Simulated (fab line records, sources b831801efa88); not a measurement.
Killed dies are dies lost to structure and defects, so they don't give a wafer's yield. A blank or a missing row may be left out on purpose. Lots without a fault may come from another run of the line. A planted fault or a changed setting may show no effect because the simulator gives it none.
Which tool did it? | flow sfq_line | 14 lots, 42 wafers sampled, at 1 step of a route of 325

WHAT THE GAUGES READ, wafer by wafer
The record holds no reading of a measuring or inspecting step that can be judged against a usual standard deviation.

WHICH TOOL RAN EACH LOT (tool, then ch and the chambers of the sampled wafers, then the start)
lot  | SFQ_TRILAYER_JJ_TRILAYER_DEP_PRE_CLEAN_113
L851 | pvd_sputter-04, day 39 20:32
L852 | pvd_sputter-03, day 40 00:08
L854 | pvd_sputter-03, day 40 10:44
L855 | pvd_sputter-04, day 40 22:44
L857 | pvd_sputter-04, day 41 11:01
L858 | pvd_sputter-06, day 41 14:37
L866 | pvd_sputter-04, day 44 15:29
L867 | pvd_sputter-06, day 44 21:07
L868 | pvd_sputter-06, day 45 04:19
L869 | pvd_sputter-06, day 45 11:31
L870 | pvd_sputter-06, day 45 22:55
L871 | pvd_sputter-03, day 46 07:19
L872 | pvd_sputter-04, day 46 13:28
L873 | pvd_sputter-06, day 46 15:52
- SFQ_TRILAYER_JJ_TRILAYER_DEP_PRE_CLEAN_113: time 22.5 s.

WHAT THE TOOLS THEMSELVES READ (means of the sampled wafers that have a number; where no wafer has one, the mark that the record gives instead)
SFQ_TRILAYER_JJ_TRILAYER_DEP_PRE_CLEAN_113. Usual: bias_v 250.0 V, standard deviation 2.4.
lot  | tool           | bias_v (V) | flag
L851 | pvd_sputter-04 | 248.6      |
L852 | pvd_sputter-03 | 249.3      |
L854 | pvd_sputter-03 | 247.1      |
L855 | pvd_sputter-04 | 252.5      |
L857 | pvd_sputter-04 | -          | OFF
L858 | pvd_sputter-06 | -          | OFF
L866 | pvd_sputter-04 | 249.2      |
L867 | pvd_sputter-06 | 250.1      |
L868 | pvd_sputter-06 | 249.7      |
L869 | pvd_sputter-06 | 251.1      |
L870 | pvd_sputter-06 | 249.5      |
L871 | pvd_sputter-03 | 248.1      |
L872 | pvd_sputter-04 | 251.1      |
L873 | pvd_sputter-06 | 248.5      |

THE ANSWER, worked out from the rows above alone
Rule: a lot is off if the mean of its wafers that have a number lies more than 3 standard deviations from the usual mean. A lot without any number at a reading at which 4 lots or more have one is off too. The other lots that the step has rows for count as sound. The gauges are gone through in route order, then the tools' own readings, and for those a lot's mean is taken as printed above. The first step at which some lot is off is used, and at that step the reading that is off furthest; a lot without a number counts as furthest.
Off: L857, L858, at SFQ_TRILAYER_JJ_TRILAYER_DEP_PRE_CLEAN_113 (bias_v). Without a number there: L857, L858.
A tool fits if, at that step or a process step before it, it ran every lot that is off, and no sound lot after the first of them. None of those tried fits.

WHAT THE SIMULATOR HAD PUT IN
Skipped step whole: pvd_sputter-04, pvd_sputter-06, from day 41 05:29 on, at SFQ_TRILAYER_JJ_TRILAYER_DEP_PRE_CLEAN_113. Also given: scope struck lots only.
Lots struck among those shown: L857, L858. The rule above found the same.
